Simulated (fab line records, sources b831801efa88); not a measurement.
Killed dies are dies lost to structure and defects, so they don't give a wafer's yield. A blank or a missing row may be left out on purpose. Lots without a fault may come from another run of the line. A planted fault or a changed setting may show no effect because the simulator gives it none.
Which tool did it? | flow sky130 | 12 lots, 36 wafers sampled, at 6 steps of a route of 708

WHAT THE GAUGES READ, wafer by wafer
SKY_POLY_GATE_THK_MEAS_01.
lot  | measured     | on            | POLY_GATE_CVD_00_THK (nm)
L610 | day 13 22:32 | film_metro-03 | 182.7 181.6 179.9
L613 | day 14 23:33 | film_metro-02 | 180.2 180.3 178.2
L614 | day 15 06:40 | film_metro-03 | 178.9 179.4 180.1
L615 | day 15 16:41 | film_metro-03 | 181.8 180.9 181.9
L616 | day 15 22:09 | film_metro-02 | 179.9 181.7 180.4
L618 | day 17 02:47 | film_metro-01 | 178.3 179.1 178.9
L619 | day 17 07:20 | film_metro-03 | 180.2 182.1 182.0
L620 | day 17 12:55 | film_metro-03 | 180.0 179.1 177.9
L628 | day 20 04:43 | film_metro-02 | 180.5 179.2 179.0
L630 | day 21 08:30 | film_metro-02 | 180.3 180.0 181.9
L631 | day 21 11:15 | film_metro-03 | 179.8 178.5 180.0
L633 | day 22 00:43 | film_metro-03 | 180.0 181.7 180.1

SKY_RES_PROTECT_TW_MEAS_08.
lot  | measured     | on            | POLY_GATE_TW
L610 | day 15 01:05 | film_metro-03 | 4093 4080 4085
L613 | day 16 03:19 | film_metro-04 | 3988 3985 4014
L614 | day 16 10:24 | film_metro-03 | 4129 4095 4103
L615 | day 16 21:19 | film_metro-02 | 3945 3943 3950
L616 | day 17 02:25 | film_metro-03 | 4039 4050 4039
L618 | day 18 08:06 | film_metro-04 | 4000 3995 4002
L619 | day 18 12:47 | film_metro-02 | 3930 3939 3924
L620 | day 18 18:35 | film_metro-03 | 4091 4103 4092
L628 | day 21 12:35 | film_metro-04 | 4012 4022 4020
L630 | day 22 13:49 | film_metro-02 | 3958 3979 3973
L631 | day 22 17:35 | film_metro-02 | 3961 3972 3986
L633 | day 23 05:44 | film_metro-03 | 4093 4109 4093

SKY_LDD_HVN_OVL_MEAS_07.
lot  | measured     | on         | LDD_HVN_OVL (nm)
L610 | day 20 04:02 | overlay-01 | 0.7 1.1 0.5
L613 | day 21 09:28 | overlay-01 | 1.9 -0.1 1.0
L614 | day 21 16:25 | overlay-02 | -0.2 1.8 2.1
L615 | day 22 05:52 | overlay-02 | -1.8 -1.7 -3.3
L616 | day 22 07:05 | overlay-01 | -0.5 0.6 -0.2
L618 | day 23 16:16 | overlay-02 | -2.2 -1.9 0.8
L619 | day 23 22:00 | overlay-01 | -1.6 0.4 -0.3
L620 | day 24 03:29 | overlay-02 | -2.4 -1.0 0.9
L628 | day 26 16:16 | overlay-02 | - - -
L630 | day 27 14:59 | overlay-01 | - - -
L631 | day 27 19:43 | overlay-01 | -0.1 -0.2 0.4
L633 | day 28 08:18 | overlay-01 | -0.1 -0.9 -1.3

SKY_LDD_HVP_TW_MEAS_10.
lot  | measured     | on            | LDD_HVP_TW
L610 | day 21 11:47 | film_metro-03 | 466 467 465
L613 | day 22 15:43 | film_metro-02 | 449 447 453
L614 | day 22 23:27 | film_metro-04 | 458 456 451
L615 | day 23 12:02 | film_metro-03 | 465 465 466
L616 | day 23 13:14 | film_metro-02 | 448 446 448
L618 | day 24 21:55 | film_metro-04 | 452 449 451
L619 | day 25 03:13 | film_metro-03 | 466 463 462
L620 | day 25 09:17 | film_metro-03 | 462 461 463
L628 | day 27 21:22 | film_metro-03 | 1465 1469 1461 1472 1473 1470
L630 | day 28 19:53 | film_metro-04 | 1449 1445 1448 1450 1438 1446
L631 | day 29 01:18 | film_metro-04 | 451 453 451
L633 | day 29 13:23 | film_metro-03 | 461 461 460

WHICH TOOL RAN EACH LOT (tool, then ch and the chambers of the sampled wafers, then the start)
lot  | SKY_LDD_HVN_COAT_02               | SKY_LDD_HVN_STRIP_09
L610 | litho_track-01 ch 0, day 19 12:29 | plasma_asher-04 ch 0,1, day 20 04:14
L613 | litho_track-01 ch 0, day 20 17:45 | plasma_asher-04 ch 0,1, day 21 09:39
L614 | litho_track-01 ch 0, day 21 00:38 | plasma_asher-03 ch 0,1, day 21 16:38
L615 | litho_track-04 ch 0, day 21 14:32 | plasma_asher-02 ch 0,1, day 22 06:08
L616 | litho_track-01 ch 0, day 21 15:39 | plasma_asher-04 ch 0,1, day 22 07:16
L618 | litho_track-01 ch 0, day 23 01:00 | plasma_asher-04 ch 0,1, day 23 16:27
L619 | litho_track-01 ch 0, day 23 06:54 | plasma_asher-03 ch 0,1, day 23 22:11
L620 | litho_track-04 ch 0, day 23 12:23 | plasma_asher-02 ch 0,1, day 24 03:48
L628 | litho_track-04, day 26 01:16      | plasma_asher-03 ch 0,1, day 26 16:27
L630 | litho_track-01, day 27 00:54      | plasma_asher-04 ch 0,1, day 27 15:10
L631 | litho_track-02 ch 0, day 27 05:53 | plasma_asher-03 ch 0,1, day 27 19:56
L633 | litho_track-02 ch 0, day 27 18:11 | plasma_asher-04 ch 0,1, day 28 08:31
- SKY_LDD_HVN_COAT_02: resist thk 300 nm.
- SKY_LDD_HVN_STRIP_09: strips in O2/N2.

WHAT THE TOOLS THEMSELVES READ (means of the sampled wafers that have a number; where no wafer has one, the mark that the record gives instead)
SKY_LDD_HVN_COAT_02.
lot  | tool           | chill_plate_temp_C (C) | dispense_pressure_kPa (kPa)
L610 | litho_track-01 | 22.76                  | 53.0
L613 | litho_track-01 | 22.97                  | 53.0
L614 | litho_track-01 | 23.05                  | 53.0
L615 | litho_track-04 | 22.94                  | 55.5
L616 | litho_track-01 | 23.04                  | 53.0
L618 | litho_track-01 | 23.03                  | 52.9
L619 | litho_track-01 | 22.97                  | 52.9
L620 | litho_track-04 | 23.07                  | 55.5
L628 | litho_track-04 | -                      | -
L630 | litho_track-01 | -                      | -
L631 | litho_track-02 | 23.00                  | 49.5
L633 | litho_track-02 | 22.93                  | 49.6

SKY_LDD_HVN_STRIP_09.
lot  | tool            | chamber_pressure_mTorr (mTorr) | drypump_motor_current_A (A) | oes_product_au (a.u.) | strip_time_to_endpoint_s (s)
L610 | plasma_asher-04 | 1499.9                         | 6.14                        | 0.409                 | 4.150
L613 | plasma_asher-04 | 1500.6                         | 6.04                        | 0.407                 | 4.137
L614 | plasma_asher-03 | 1499.7                         | 5.88                        | 0.407                 | 4.156
L615 | plasma_asher-02 | 1499.6                         | 5.94                        | 0.407                 | 4.147
L616 | plasma_asher-04 | 1499.8                         | 6.04                        | 0.406                 | 4.127
L618 | plasma_asher-04 | 1500.2                         | 6.14                        | 0.405                 | 4.119
L619 | plasma_asher-03 | 1499.5                         | 5.90                        | 0.406                 | 4.128
L620 | plasma_asher-02 | 1501.3                         | 5.92                        | 0.412                 | 4.126
L628 | plasma_asher-03 | 1500.8                         | 5.88                        | -                     | -
L630 | plasma_asher-04 | 1500.1                         | 6.03                        | -                     | -
L631 | plasma_asher-03 | 1499.2                         | 5.90                        | 0.408                 | 4.145
L633 | plasma_asher-04 | 1498.7                         | 6.13                        | 0.412                 | 4.144

THE ANSWER, worked out from the rows above alone
Rule: what is usual is taken from the lots themselves. Put in order of their means at a reading, lots are off if they are a third of the lots or fewer, leave a main group of 4 or more, and stand apart from it by a gap of 3 or more times the standard deviation of the main group's means; of several such gaps the widest counts. A main group whose means are all the same, to the digits that the tables above print for the reading, isn't used. A lot without any number at a reading at which 4 lots or more have one is off too. The other lots that the step has rows for count as sound. The gauges are gone through in route order, then the tools' own readings, and for those a lot's mean is taken as printed above. The first step at which some lot is off is used, and at that step the reading that is off furthest; a lot without a number counts as furthest.
Off: L628, L630, at SKY_LDD_HVN_OVL_MEAS_07 (LDD_HVN_OVL). Without a number there: L628, L630. The main group: mean -0.3 nm, standard deviation 1.
A tool fits if, at a process step before that reading, it ran every lot that is off, and no sound lot after the first of them. The gauges at SKY_LDD_HVN_OVL_MEAS_07 aren't tried: what is off there is off at SKY_LDD_HVP_TW_MEAS_10 too, on other tools, and a gauge's error can't cause that. None of those tried fits.

WHAT THE SIMULATOR HAD PUT IN
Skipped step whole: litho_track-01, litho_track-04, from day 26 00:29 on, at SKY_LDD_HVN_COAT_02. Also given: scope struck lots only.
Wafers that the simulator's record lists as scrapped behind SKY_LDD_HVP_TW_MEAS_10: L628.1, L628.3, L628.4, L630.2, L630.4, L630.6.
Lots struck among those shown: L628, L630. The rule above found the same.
